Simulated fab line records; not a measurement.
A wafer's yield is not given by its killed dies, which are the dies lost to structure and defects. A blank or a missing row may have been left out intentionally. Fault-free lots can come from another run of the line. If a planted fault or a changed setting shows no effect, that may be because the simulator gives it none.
fab line records	flow sky130
[record] lots = 7	wafers = 21	last_day = 50
route steps=708 shown PWDE@46 NWELL@56 PAD_OPEN@708
lots that met no fault: taken from a fault-free run of the same line
start_h: start of the lot's first displayed wafer, in hours after the record's first day	wait_h: hours elapsed since this lot's preceding step	" as in the row above	L1.1+2: a single row standing in for several wafers	- no value, or no start was given	* or withheld: withheld	< > ~ a bound
route shown NAME@n: a module of which the file shows steps, and the number in the route of the first	usual: mean and standard deviation over wafers with no fault	same: alike in all rows	chamber/n: place in a boat	sites: the reading at each site	_std_site: how widely they spread, as a standard deviation	_edge_site: mean of outer sites minus mean of inner sites	radius_mm: how far each site lies from the wafer's centre	mask NAME#n: copy n	behind: the most recent tool/chamber to have shaped the wafer	hold: the reason the lot was held/the length of the hold in hours/how it ended	device: names the non-switching transistor (n, p or np)	end of line: tests run on the same wafers once the route is complete	a step given without rows: its recipe and nothing more	killed: count of dies lost to structure and defects at first sort (not the wafer's yield)	map: a wafer's dies, marking killed ones x, the rest . and places with no die _
set.NAME: setting as actually run; set.NAME@STEP: the setting as run at that earlier step	model.NAME: the simulator's own value behind a step, which no gauge read
a table for each step, a row for each wafer; lots at some steps of the route
services: the hour from which a tool's chamber was out of use, counted from the record's first day as start_h (under 0 if before that day), plus the number of hours and why
[[steps]]
[step SKY_PWDE_HMDS_01]
[recipe] prime_time_s = 60	prime_temp_c = 120
[step SKY_PWDE_COAT_02]
[recipe] spin_rpm = 2000	resist_thk_nm = 3000
[step SKY_PWDE_SOFTBAKE_03]
[recipe] temp_c = 110	time_s = withheld
[step SKY_PWDE_EXPOSE_04]
[recipe] mask_id = PWDEM	na = 0.6	source_shape = conventional	sigma_outer = 0.6	polarization = unpolarized	target_cd_nm = 840	dose_mj = 214
[step SKY_PWDE_PEB_05]
[recipe] temp_c = 115	time_s = withheld
[step SKY_PWDE_DEVELOP_06]
[recipe] wall_angle_deg = 90	developer = TMAH	develop_time_s = 60	dev_temp_c = 23
[step SKY_PWDE_OVL_MEAS_07]
[usual] PWDE_OVL = 0.1/1.4
lot.wafer	tool	chamber	start_h	wait_h	PWDE_OVL[nm]
L826.1	overlay-01	-	112.24	-	2.1
L826.2	"	-	"	"	3.0
L826.5	"	-	"	"	2.5
L830.3	overlay-02	-	135.90	-	1.3
L830.5	"	-	"	"	-0.5
L830.6	"	-	"	"	0.5
L831.4	overlay-02	-	143.61	-	0.1
L831.5	"	-	"	"	1.4
L831.6	"	-	"	"	-0.4
L832.1	overlay-02	-	144.94	-	-0.7
L832.2	"	-	"	"	-1.4
L832.6	"	-	"	"	-0.4
L833.2	overlay-01	-	159.93	-	-0.2
L833.4	"	-	"	"	0.1
L833.6	"	-	"	"	-0.4
L836.3	overlay-02	-	171.90	-	0.2
L836.4	"	-	"	"	0.2
L836.6	"	-	"	"	0.2
L841.2	overlay-02	-	201.04	-	-0.9
L841.3	"	-	"	"	-1.4
L841.5	"	-	"	"	-0.8
[step SKY_PWDE_IMPLANT_08]
[recipe] species = B	energy_kev = 150	dose_cm2 = 3.6e+12	tilt_deg = withheld
[step SKY_PWDE_STRIP_09]
[recipe] chemistry = O2/N2	power_w = 1400	pressure_mtorr = 1500	platen_temp_c = withheld	o2_flow_sccm = 3000	n2_flow_sccm = 300	overash_fraction = 0.5
[usual] drypump_motor_current_A = 5.5/0.48	oes_product_au = 0.722/0.0046	strip_time_to_endpoint_s = 36.94/0.12
lot.wafer	tool	chamber	start_h	wait_h	drypump_motor_current_A	oes_product_au	rf_hours_counter_h	strip_time_to_endpoint_s
L826.1	plasma_asher-03	1	112.43	0.1	6.3	0.722	30	37.01
L826.2	"	0	"	"	5.5	0.720	30	37.01
L826.5	"	0	"	"	5.5	0.728	-	36.95
L830.3	plasma_asher-01	0	136.11	0.1	5.9	0.727	-	36.86
L830.5	"	0	"	"	5.9	0.732	-	36.80
L830.6	"	1	"	"	5.4	0.718	-	36.88
L831.4	plasma_asher-02	1	143.81	0.1	5.0	0.724	-	37.05
L831.5	"	1	"	"	5.0	0.722	-	37.03
L831.6	"	0	"	"	5.1	0.724	-	36.98
L832.1	plasma_asher-02	0	145.13	0.1	5.1	0.720	48	37.11
L832.2	"	1	"	"	5.0	0.731	48	37.05
L832.6	"	1	"	"	5.0	0.723	-	37.06
L833.2	plasma_asher-02	1	160.11	0.1	5.0	0.717	49	37.04
L833.4	"	0	"	"	5.1	0.730	-	36.89
L833.6	"	0	"	"	5.1	0.728	-	36.88
L836.3	plasma_asher-01	0	172.11	0.1	5.9	0.718	-	36.89
L836.4	"	1	"	"	5.4	0.721	-	36.81
L836.6	"	0	"	"	5.9	0.727	-	36.84
L841.2	plasma_asher-03	0	201.22	0.1	5.5	0.723	38	36.85
L841.3	"	0	"	"	5.6	0.722	-	36.84
L841.5	"	1	"	"	6.4	0.718	-	36.96
[step SKY_PWDE_TW_MEAS_10]
[usual] PWDE_TW = 371.6/2
lot.wafer	tool	chamber	start_h	wait_h	PWDE_TW
L826.1	film_metro-02	-	112.53	0.1	371.5
L826.2	"	-	"	"	372.3
L826.5	"	-	"	"	373.8
L830.3	film_metro-03	-	136.20	0.1	371.8
L830.5	"	-	"	"	371.9
L830.6	"	-	"	"	372.1
L831.4	film_metro-02	-	143.91	0.1	372.1
L831.5	"	-	"	"	372.0
L831.6	"	-	"	"	371.7
L832.1	film_metro-03	-	145.23	0.1	371.4
L832.2	"	-	"	"	371.6
L832.6	"	-	"	"	370.5
L833.2	film_metro-02	-	160.22	0.1	372.5
L833.4	"	-	"	"	373.1
L833.6	"	-	"	"	373.2
L836.3	film_metro-02	-	172.20	0.1	371.7
L836.4	"	-	"	"	373.5
L836.6	"	-	"	"	370.2
L841.2	film_metro-03	-	201.33	0.1	373.7
L841.3	"	-	"	"	375.3
L841.5	"	-	"	"	374.4
[step SKY_NWELL_DEHYDRATE_03]
[recipe] temp_c = 200	time_s = 60
[step SKY_NWELL_HMDS_04]
[recipe] prime_time_s = 60	prime_temp_c = 120
[step SKY_NWELL_COAT_05]
[recipe] spin_rpm = 2000	resist_thk_nm = 3000
[usual] chill_plate_temp_C = 22.99/0.091	dispense_pressure_kPa = 53.0/2.4	exhaust_pa = 45.0/0.85
lot.wafer	tool	chamber	start_h	wait_h	chill_plate_temp_C	dispense_pressure_kPa	exhaust_pa
L826.1	litho_track-02	0	121.54	0.1	23.07	51.7	44.6
L826.2	"	0	"	"	23.08	51.6	46.0
L826.5	"	0	"	"	22.98	51.6	44.0
L830.3	litho_track-02	-	145.79	0.1	-	-	-
L830.5	"	-	"	"	-	-	-
L830.6	"	-	"	"	-	-	-
L831.4	litho_track-02	-	153.21	0.1	-	-	-
L831.5	"	-	"	"	-	-	-
L831.6	"	-	"	"	-	-	-
L832.1	litho_track-03	-	154.79	0.1	-	-	-
L832.2	"	-	"	"	-	-	-
L832.6	"	-	"	"	-	-	-
L833.2	litho_track-03	0	169.57	0.1	23.10	51.9	44.6
L833.4	"	0	"	"	22.99	51.9	44.8
L833.6	"	0	"	"	23.11	51.9	44.3
L836.3	litho_track-04	0	181.84	0.1	23.13	57.7	45.4
L836.4	"	0	"	"	23.02	57.7	45.6
L836.6	"	0	"	"	23.12	57.7	44.8
L841.2	litho_track-03	0	211.57	0.1	23.00	51.9	45.6
L841.3	"	0	"	"	22.95	51.9	44.6
L841.5	"	0	"	"	23.02	51.9	44.7
[step SKY_NWELL_SOFTBAKE_06]
[recipe] temp_c = 110	time_s = withheld
[step SKY_NWELL_EXPOSE_07]
[recipe] mask_id = NWM	na = 0.6	source_shape = conventional	sigma_outer = 0.6	polarization = unpolarized	target_cd_nm = 840	dose_mj = 255
[step SKY_NWELL_PEB_08]
[recipe] temp_c = 115	time_s = withheld
[step SKY_NWELL_DEVELOP_09]
[recipe] wall_angle_deg = 90	developer = TMAH	develop_time_s = 60	dev_temp_c = 23
[step SKY_NWELL_OVL_MEAS_10]
[usual] NWELL_00_OVL = 0.0/1.4
lot.wafer	tool	chamber	start_h	wait_h	NWELL_00_OVL[nm]
L826.1	overlay-02	-	131.04	-	0.0
L826.2	"	-	"	"	0.0
L826.5	"	-	"	"	1.4
L830.3	overlay-01	-	155.50	-	-
L830.5	"	-	"	"	-
L830.6	"	-	"	"	-
L831.4	overlay-01	-	163.16	-	-
L831.5	"	-	"	"	-
L831.6	"	-	"	"	-
L832.1	overlay-01	-	164.89	-	-
L832.2	"	-	"	"	-
L832.6	"	-	"	"	-
L833.2	overlay-02	-	179.95	-	-0.4
L833.4	"	-	"	"	0.7
L833.6	"	-	"	"	1.3
L836.3	overlay-01	-	192.50	-	0.8
L836.4	"	-	"	"	-0.7
L836.6	"	-	"	"	-2.6
L841.2	overlay-02	-	222.80	-	-0.2
L841.3	"	-	"	"	0.6
L841.5	"	-	"	"	0.5
[step SKY_NWELL_IMPLANT_11]
[recipe] species = P	energy_kev = 400	dose_cm2 = 1.9e+13	tilt_deg = withheld
[step SKY_NWELL_IMPLANT_12]
[recipe] species = P	energy_kev = 120	dose_cm2 = 1.3e+12	tilt_deg = withheld
[step SKY_NWELL_IMPLANT_13]
[recipe] species = P	energy_kev = 50	dose_cm2 = 7e+11	tilt_deg = withheld
[step SKY_NWELL_STRIP_14]
[recipe] chemistry = O2/N2	power_w = 1400	pressure_mtorr = 1500	platen_temp_c = withheld	o2_flow_sccm = 3000	n2_flow_sccm = 300	overash_fraction = 0.5
[usual] drypump_motor_current_A = 5.5/0.47	oes_product_au = 0.723/0.0047	strip_time_to_endpoint_s = 36.90/0.1
lot.wafer	tool	chamber	start_h	wait_h	drypump_motor_current_A	oes_product_au	rf_hours_counter_h	strip_time_to_endpoint_s
L826.1	plasma_asher-04	1	131.53	0.1	5.5	0.721	1	36.83
L826.2	"	0	"	"	5.5	0.713	1	36.87
L826.5	"	1	"	"	5.5	0.726	-	36.96
L830.3	plasma_asher-03	1	156.01	0.1	6.4	-	-	-
L830.5	"	0	"	"	5.5	-	-	-
L830.6	"	1	"	"	6.3	-	-	-
L831.4	plasma_asher-02	0	163.66	0.1	5.1	-	-	-
L831.5	"	0	"	"	5.1	-	-	-
L831.6	"	1	"	"	5.0	-	-	-
L832.1	plasma_asher-03	0	165.38	0.1	5.6	-	35	-
L832.2	"	1	"	"	6.4	-	35	-
L832.6	"	0	"	"	5.6	-	-	-
L833.2	plasma_asher-04	1	180.43	0.1	5.5	0.729	6	37.11
L833.4	"	1	"	"	5.5	0.721	-	36.95
L833.6	"	0	"	"	5.5	0.719	-	37.01
L836.3	plasma_asher-03	0	193.01	0.1	5.5	0.717	-	36.69
L836.4	"	1	"	"	6.4	0.718	-	36.75
L836.6	"	1	"	"	6.3	0.722	-	36.62
L841.2	plasma_asher-02	1	223.28	0.1	5.0	0.726	56	36.76
L841.3	"	1	"	"	5.0	0.725	-	36.78
L841.5	"	1	"	"	5.0	0.717	-	36.73
[step SKY_NWELL_TW_MEAS_15]
[usual] NWELL_TW = 1813/8.3
lot.wafer	tool	chamber	start_h	wait_h	NWELL_TW
L826.1	film_metro-01	-	131.63	0.1	1807
L826.2	"	-	"	"	1802
L826.5	"	-	"	"	1802
L830.3	film_metro-02	-	156.10	0.1	1815
L830.5	"	-	"	"	1823
L830.6	"	-	"	"	1816
L831.4	film_metro-03	-	163.76	0.1	1807
L831.5	"	-	"	"	1807
L831.6	"	-	"	"	1803
L832.1	film_metro-03	-	165.48	0.1	1798
L832.2	"	-	"	"	1797
L832.6	"	-	"	"	1807
L833.2	film_metro-03	-	180.54	0.1	1810
L833.4	"	-	"	"	1815
L833.6	"	-	"	"	1820
L836.3	film_metro-03	-	193.10	0.1	1825
L836.4	"	-	"	"	1826
L836.6	"	-	"	"	1822
L841.2	film_metro-03	-	223.39	0.1	1809
L841.3	"	-	"	"	1818
L841.5	"	-	"	"	1811
[step SKY_NWELL_DEHYDRATE_16]
[recipe] temp_c = 200	time_s = 60
[step SKY_NWELL_HMDS_17]
[recipe] prime_time_s = 60	prime_temp_c = 120
[step SKY_NWELL_COAT_18]
[recipe] spin_rpm = 2000	resist_thk_nm = 3000
[step SKY_NWELL_SOFTBAKE_19]
[recipe] temp_c = 110	time_s = withheld
[step SKY_NWELL_EXPOSE_20]
[recipe] mask_id = NWM_COMPLEMENT	na = 0.6	source_shape = conventional	sigma_outer = 0.6	polarization = unpolarized	target_cd_nm = 840	dose_mj = 260
[step SKY_NWELL_PEB_21]
[recipe] temp_c = 115	time_s = withheld
[step SKY_NWELL_DEVELOP_22]
[recipe] wall_angle_deg = 90	developer = TMAH	develop_time_s = 60	dev_temp_c = 23
[step SKY_NWELL_OVL_MEAS_23]
[usual] NWELL_01_OVL = -0.3/1.4
lot.wafer	tool	chamber	start_h	wait_h	NWELL_01_OVL[nm]
L826.1	overlay-02	-	151.54	-	-0.5
L826.2	"	-	"	"	-0.8
L826.5	"	-	"	"	-1.2
L830.3	overlay-01	-	175.45	-	-1.7
L830.5	"	-	"	"	-2.4
L830.6	"	-	"	"	0.1
L831.4	overlay-01	-	183.46	-	-2.4
L831.5	"	-	"	"	-0.5
L831.6	"	-	"	"	0.3
L832.1	overlay-01	-	184.84	-	0.1
L832.2	"	-	"	"	-1.1
L832.6	"	-	"	"	-1.6
L833.2	overlay-02	-	201.74	-	0.4
L833.4	"	-	"	"	-1.3
L833.6	"	-	"	"	0.9
L836.3	overlay-02	-	214.95	-	0.0
L836.4	"	-	"	"	0.0
L836.6	"	-	"	"	-0.3
L841.2	overlay-01	-	246.05	-	1.9
L841.3	"	-	"	"	-0.2
L841.5	"	-	"	"	-1.7
[step SKY_NWELL_IMPLANT_24]
[recipe] species = B	energy_kev = 140	dose_cm2 = 9.2e+12	tilt_deg = withheld
[step SKY_NWELL_STRIP_25]
[recipe] chemistry = O2/N2	power_w = 1400	pressure_mtorr = 1500	platen_temp_c = withheld	o2_flow_sccm = 3000	n2_flow_sccm = 300	overash_fraction = 0.5
[usual] drypump_motor_current_A = 5.4/0.45	oes_product_au = 0.722/0.0052	strip_time_to_endpoint_s = 36.84/0.11
lot.wafer	tool	chamber	start_h	wait_h	drypump_motor_current_A	oes_product_au	rf_hours_counter_h	strip_time_to_endpoint_s
L826.1	plasma_asher-02	0	151.73	0.1	5.1	0.725	48	37.11
L826.2	"	1	"	"	5.0	0.721	48	37.15
L826.5	"	0	"	"	5.1	0.723	-	36.91
L830.3	plasma_asher-02	0	175.66	0.1	5.1	0.725	-	36.64
L830.5	"	0	"	"	5.1	0.718	-	36.74
L830.6	"	1	"	"	5.0	0.727	-	36.74
L831.4	plasma_asher-02	0	183.66	0.1	5.1	0.726	-	36.64
L831.5	"	1	"	"	5.0	0.720	-	36.62
L831.6	"	0	"	"	5.1	0.722	-	36.64
L832.1	plasma_asher-02	1	185.03	0.1	5.0	0.716	52	36.73
L832.2	"	0	"	"	5.1	0.719	52	36.79
L832.6	"	0	"	"	5.1	0.721	-	36.83
L833.2	plasma_asher-04	1	201.92	0.1	5.5	0.717	8	36.85
L833.4	"	0	"	"	5.5	0.726	-	36.92
L833.6	"	1	"	"	5.5	0.716	-	36.89
L836.3	plasma_asher-03	0	215.16	0.1	5.5	0.727	-	36.74
L836.4	"	1	"	"	6.4	0.723	-	36.69
L836.6	"	0	"	"	5.6	0.714	-	36.58
L841.2	plasma_asher-04	0	246.23	0.1	5.6	0.715	12	36.91
L841.3	"	0	"	"	5.6	0.719	-	36.77
L841.5	"	0	"	"	5.5	0.712	-	36.72
[step SKY_NWELL_TW_MEAS_26]
[usual] NWELL_2_TW = 493.3/2.9
lot.wafer	tool	chamber	start_h	wait_h	NWELL_2_TW
L826.1	film_metro-02	-	151.83	0.1	497.4
L826.2	"	-	"	"	495.8
L826.5	"	-	"	"	493.0
L830.3	film_metro-03	-	175.75	0.1	1834.4
L830.5	"	-	"	"	1825.7
L830.6	"	-	"	"	1825.4
L831.4	film_metro-01	-	183.76	0.1	1804.5
L831.5	"	-	"	"	1797.3
L831.6	"	-	"	"	1805.3
L832.1	film_metro-01	-	185.13	0.1	1801.2
L832.2	"	-	"	"	1808.5
L832.6	"	-	"	"	1796.7
L833.2	film_metro-03	-	202.03	0.1	498.7
L833.4	"	-	"	"	496.7
L833.6	"	-	"	"	497.3
L836.3	film_metro-01	-	215.25	0.1	489.2
L836.4	"	-	"	"	491.3
L836.6	"	-	"	"	488.9
L841.2	film_metro-02	-	246.34	0.1	495.1
L841.3	"	-	"	"	495.7
L841.5	"	-	"	"	498.9
[step SKY_NWELL_CLEAN_27]
[recipe] chemistry = SC1/SC2	mix = 1:4:20	temp_c = 70	time_s = 150	dry = n2_spin
[step SKY_PAD_OPEN_PROBE_99]
[usual] killed_at_M0_to_M3 = 44/7.8	killed_at_M4_up = 3.1/1.7	killed_at_contacts = 25/5.1	killed_at_front_end = 15/4.4	killed_at_other = 0.5/0.68	killed_dies = 88/9.9	killed_on_rim = 17/3.9	killed_open = 48/6.9	killed_short = 39/6.5
[same] gross_dies = 492	killed_at_back_side = 0
lot.wafer	tool	chamber	start_h	wait_h	killed_at_M0_to_M3	killed_at_M4_up	killed_at_contacts	killed_at_front_end	killed_at_other	killed_dies	killed_on_rim	killed_open	killed_short
L826.1	prober-02	-	1119.94	0.1	48	4	21	11	0	84	14	47	37
L826.2	prober-02	-	1119.99	0.1	49	4	21	18	0	92	22	52	38
L826.5	prober-02	-	1120.14	0.2	29	3	32	17	0	81	17	48	33
L830.3	prober-01	-	1144.12	0.2	49	5	30	408	0	492	96	45	56
L830.5	prober-01	-	1144.22	0.2	50	3	25	414	0	492	96	47	43
L830.6	prober-01	-	1144.27	0.2	59	1	13	418	1	492	96	43	47
L831.4	prober-01	-	1149.07	0.2	42	7	26	417	0	492	96	48	45
L831.5	prober-01	-	1149.12	0.2	41	3	38	409	1	492	96	60	31
L831.6	prober-01	-	1149.17	0.2	43	2	27	420	0	492	96	43	48
L832.1	prober-02	-	1151.56	0.1	40	4	16	432	0	492	96	44	34
L832.2	prober-02	-	1151.61	0.1	49	1	7	435	0	492	96	45	26
L832.6	prober-02	-	1151.81	0.2	43	5	17	427	0	492	96	51	28
L833.2	prober-01	-	1163.86	0.1	54	0	27	17	1	99	24	69	30
L833.4	prober-01	-	1163.96	0.2	38	3	25	13	0	79	13	45	34
L833.6	prober-01	-	1164.06	0.2	40	3	20	14	0	77	10	37	40
// killed by level:class
L826.1 CONTACT:geometric_particle:open=11 VIA1:geometric_particle:open=7 VIA2:geometric_particle:open=7 LI_CONTACT:geometric_particle:open=5 METAL1:geometric_particle:short=5 METAL2:geometric_particle:open=5 METAL2:geometric_particle:short=5 VIA3:geometric_particle:short=5
L826.2 VIA1:geometric_particle:open=11 CONTACT:geometric_particle:open=10 VIA3:geometric_particle:open=7 FIELD_ISO:geometric_particle:short=5 LI_CONTACT:geometric_particle:open=5 METAL1:geometric_particle:short=5 VIA2:geometric_particle:open=5 METAL2:geometric_particle:short=4
L826.5 CONTACT:geometric_particle:open=12 LI_CONTACT:geometric_particle:open=9 VIA1:geometric_particle:open=9 VIA3:geometric_particle:open=6 FIELD_ISO:geometric_particle:short=5 LOCAL_INTERCONNECT:geometric_particle:short=5 CONTACT:geometric_particle:short=5 METAL2:geometric_particle:short=5
L830.3 NWELL:area_expose=390 CONTACT:geometric_particle:open=12 VIA1:geometric_particle:short=9 VIA1:geometric_particle:open=9 LOCAL_INTERCONNECT:geometric_particle:short=7 LI_CONTACT:geometric_particle:open=6 METAL1:geometric_particle:short=6 VIA2:geometric_particle:open=5
L830.5 NWELL:area_expose=401 CONTACT:geometric_particle:open=12 VIA1:geometric_particle:short=9 VIA1:geometric_particle:open=9 LI_CONTACT:geometric_particle:open=6 VIA2:geometric_particle:open=6 VIA3:geometric_particle:open=6 CONTACT:geometric_particle:short=5
L830.6 NWELL:area_expose=400 VIA1:geometric_particle:open=12 METAL1:geometric_particle:short=10 VIA1:geometric_particle:short=10 VIA3:geometric_particle:open=10 METAL2:geometric_particle:short=7 POLY_GATE:geometric_particle:open=6 LOCAL_INTERCONNECT:geometric_particle:short=5
L831.4 NWELL:area_expose=399 VIA1:geometric_particle:open=13 CONTACT:geometric_particle:open=9 METAL2:geometric_particle:short=7 CONTACT:geometric_particle:short=6 FIELD_ISO:geometric_particle:short=5 METAL4:geometric_particle:short=5 LI_CONTACT:geometric_particle:open=5
L831.5 NWELL:area_expose=399 VIA1:geometric_particle:open=15 LI_CONTACT:geometric_particle:open=14 CONTACT:geometric_particle:open=13 LOCAL_INTERCONNECT:geometric_particle:short=7 VIA2:geometric_particle:open=5 METAL2:geometric_particle:short=5 FIELD_ISO:geometric_particle:short=4
L831.6 NWELL:area_expose=400 VIA1:geometric_particle:open=11 CONTACT:geometric_particle:open=8 LI_CONTACT:geometric_particle:open=7 FIELD_ISO:geometric_particle:open=6 CONTACT:geometric_particle:short=6 METAL3:geometric_particle:short=6 FIELD_ISO:geometric_particle:short=5
L832.1 NWELL:area_expose=414 VIA2:geometric_particle:open=9 CONTACT:geometric_particle:open=8 VIA1:geometric_particle:open=8 METAL1:geometric_particle:short=6 POLY_GATE:geometric_particle:short=5 POLY_GATE:geometric_particle:open=5 VIA1:geometric_particle:short=5
L832.2 NWELL:area_expose=421 VIA3:geometric_particle:open=11 VIA1:geometric_particle:open=10 FIELD_ISO:geometric_particle:open=7 METAL2:geometric_particle:short=5 VIA2:geometric_particle:open=5 CONTACT:geometric_particle:open=4 METAL3:geometric_particle:short=4
L832.6 NWELL:area_expose=412 VIA1:geometric_particle:open=15 VIA3:geometric_particle:open=8 LI_CONTACT:geometric_particle:open=7 METAL2:geometric_particle:short=6 POLY_GATE:geometric_particle:short=5 CONTACT:geometric_particle:open=5 VIA2:geometric_particle:open=5
L833.2 VIA1:geometric_particle:open=14 CONTACT:geometric_particle:open=11 VIA3:geometric_particle:open=10 VIA1:geometric_particle:short=8 VIA2:geometric_particle:open=8 POLY_GATE:geometric_particle:short=6 LI_CONTACT:geometric_particle:open=6 LOCAL_INTERCONNECT:geometric_particle:open=5
L833.4 VIA1:geometric_particle:open=10 LI_CONTACT:geometric_particle:open=8 VIA2:geometric_particle:open=7 VIA1:geometric_particle:short=6 CONTACT:geometric_particle:open=6 LI_CONTACT:geometric_particle:short=5 LOCAL_INTERCONNECT:geometric_particle:short=5 METAL2:geometric_particle:short=5
L833.6 VIA1:geometric_particle:open=10 METAL1:geometric_particle:short=7 CONTACT:geometric_particle:open=6 POLY_GATE:geometric_particle:open=5 VIA3:geometric_particle:open=5 LI_CONTACT:geometric_particle:open=5 LI_CONTACT:geometric_particle:short=5 VIA1:geometric_particle:short=5
// map L830.3 (x killed, . not)
__________xxxxxxxxxx_________
________xxxxxxxxxxxxxx_______
______xxxxxxxxxxxxxxxxxx_____
_____xxxxxxxxxxxxxxxxxxxx____
____xxxxxxxxxxxxxxxxxxxxxx___
___xxxxxxxxxxxxxxxxxxxxxxxx__
__xxxxxxxxxxxxxxxxxxxxxxxxxx_
_xxxxxxxxxxxxxxxxxxxxxxxxxxxx
_xxxxxxxxxxxxxxxxxxxxxxxxxxxx
_xxxxxxxxxxxxxxxxxxxxxxxxxxxx
_xxxxxxxxxxxxxxxxxxxxxxxxxxxx
_xxxxxxxxxxxxxxxxxxxxxxxxxxxx
_xxxxxxxxxxxxxxxxxxxxxxxxxxxx
_xxxxxxxxxxxxxxxxxxxxxxxxxxxx
_xxxxxxxxxxxxxxxxxxxxxxxxxxxx
__xxxxxxxxxxxxxxxxxxxxxxxxxx_
___xxxxxxxxxxxxxxxxxxxxxxxx__
____xxxxxxxxxxxxxxxxxxxxxx___
_____xxxxxxxxxxxxxxxxxxxx____
______xxxxxxxxxxxxxxxxxx_____
________xxxxxxxxxxxxxx_______
__________xxxxxxxxxx_________
// map L831.4 (x killed, . not)
__________xxxxxxxxxx_________
________xxxxxxxxxxxxxx_______
______xxxxxxxxxxxxxxxxxx_____
_____xxxxxxxxxxxxxxxxxxxx____
____xxxxxxxxxxxxxxxxxxxxxx___
___xxxxxxxxxxxxxxxxxxxxxxxx__
__xxxxxxxxxxxxxxxxxxxxxxxxxx_
_xxxxxxxxxxxxxxxxxxxxxxxxxxxx
_xxxxxxxxxxxxxxxxxxxxxxxxxxxx
_xxxxxxxxxxxxxxxxxxxxxxxxxxxx
_xxxxxxxxxxxxxxxxxxxxxxxxxxxx
_xxxxxxxxxxxxxxxxxxxxxxxxxxxx
_xxxxxxxxxxxxxxxxxxxxxxxxxxxx
_xxxxxxxxxxxxxxxxxxxxxxxxxxxx
_xxxxxxxxxxxxxxxxxxxxxxxxxxxx
__xxxxxxxxxxxxxxxxxxxxxxxxxx_
___xxxxxxxxxxxxxxxxxxxxxxxx__
____xxxxxxxxxxxxxxxxxxxxxx___
_____xxxxxxxxxxxxxxxxxxxx____
______xxxxxxxxxxxxxxxxxx_____
________xxxxxxxxxxxxxx_______
__________xxxxxxxxxx_________
[[services]]
tool	chamber	start_h	hours	kind
plasma_asher-03	-	98.55	0.9	repair
plasma_asher-04	-	108.75	9.0	pm
plasma_asher-04	0	108.75	9.0	vent_cycle
plasma_asher-04	1	108.75	9.0	vent_cycle
plasma_asher-04	0	117.75	-	clean
plasma_asher-04	1	117.75	-	clean
plasma_asher-01	-	139.17	2.2	repair
plasma_asher-04	-	166.90	2.8	pm
plasma_asher-03	-	176.04	9.6	pm
[[key]]
[first_sign] step = SKY_NWELL_COAT_05	reading = tool_record	direction = missing
[effect] step = SKY_NWELL_OVL_MEAS_10	reading = NWELL_00_OVL	direction = missing
[effect] step = SKY_NWELL_TW_MEAS_26	reading = NWELL_2_TW	direction = up	sigmas = 99+	usual = 493.3	struck = 1811.0
[effect] step = SKY_PAD_OPEN_PROBE_99	reading = killed_at_front_end	direction = up	sigmas = 91	usual = 15	struck = 420
[more_kills_born_at] SKY_NWELL_EXPOSE_07@iline_stepper-02 = 2438	SKY_NWELL_EXPOSE_07@iline_stepper-01 = 1198
met_at SKY_NWELL_COAT_05
struck_wafers L830.3,L830.5,L830.6,L831.4,L831.5,L831.6,L832.1,L832.2,L832.6
tester_left_out L830,L831,L832
onset_between 121.54 145.79
[fault] kind = skipped_step_whole	tool = litho_track-02,litho_track-03	chamber = -	onset_h = 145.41	steps = SKY_NWELL_COAT_05	scope = struck_lots_only
// tester_left_out: of these lots the tester's yield and bins aren't shown, on N5 and GAA mostly nor the transistor test; their killed dies are dies lost to structure and defects alone, not to doping, threshold or leakage, so they don't give the yield
